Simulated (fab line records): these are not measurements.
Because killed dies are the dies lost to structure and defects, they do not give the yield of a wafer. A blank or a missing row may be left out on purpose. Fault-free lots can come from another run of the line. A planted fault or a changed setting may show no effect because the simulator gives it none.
Matching of chambers    flow gf180mcu    hdpcvd-01 running GF_CONTACT_CVD_00: 3 sister chambers
The step deposits SiO2, target thk 300 nm, time 50 s. 6 wafers are shown with their chamber, then 7 later ones without.

## EACH WAFER AND ITS CHAMBER
wafer   chamber  sih4 flow sccm (sccm)
L794.6  0        60.15
L795.4  0        59.86
L798.2  1        60.13
L798.6  2        59.88
L797.3  2        59.76
L797.4  1        60.03

## WAFERS WITHOUT THEIR CHAMBER
wafer   sih4 flow sccm (sccm)
L797.5  60.03
L808.3  59.73
L808.4  59.74
L808.5  60.16
L814.1  59.84
L814.2  60.15
L814.4  60.02

## THE CHAMBER EACH PASSED THROUGH
wafer   from the rows above           in truth
L797.5  can't be placed: 0 or 1 or 2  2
L808.3  can't be placed: 2 or 0 or 1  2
L808.4  can't be placed: 2 or 0 or 1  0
L808.5  can't be placed: 1 or 0 or 2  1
L814.1  can't be placed: 2 or 0 or 1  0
L814.2  can't be placed: 1 or 0 or 2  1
L814.4  can't be placed: 0 or 1 or 2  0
0 of 7 placed correctly. Unplaceable from these rows: 7, with the true chamber sitting among the candidates in 7. 0 placed wrongly.
How it was worked out, from the rows above alone: a wafer's distance from a chamber is the root of the sum, over the readings, of the square of ((its reading less the chamber's mean) divided by the reading's scatter). The wafer belongs to the nearest chamber; if the next one is less than 2 further off, it can't be placed. Each chamber's mean is taken over the wafers shown for it. The scatter: take each reading less its chamber's mean, square it, sum over the shown wafers, divide by the number of wafers less the number of chambers, and take the root.
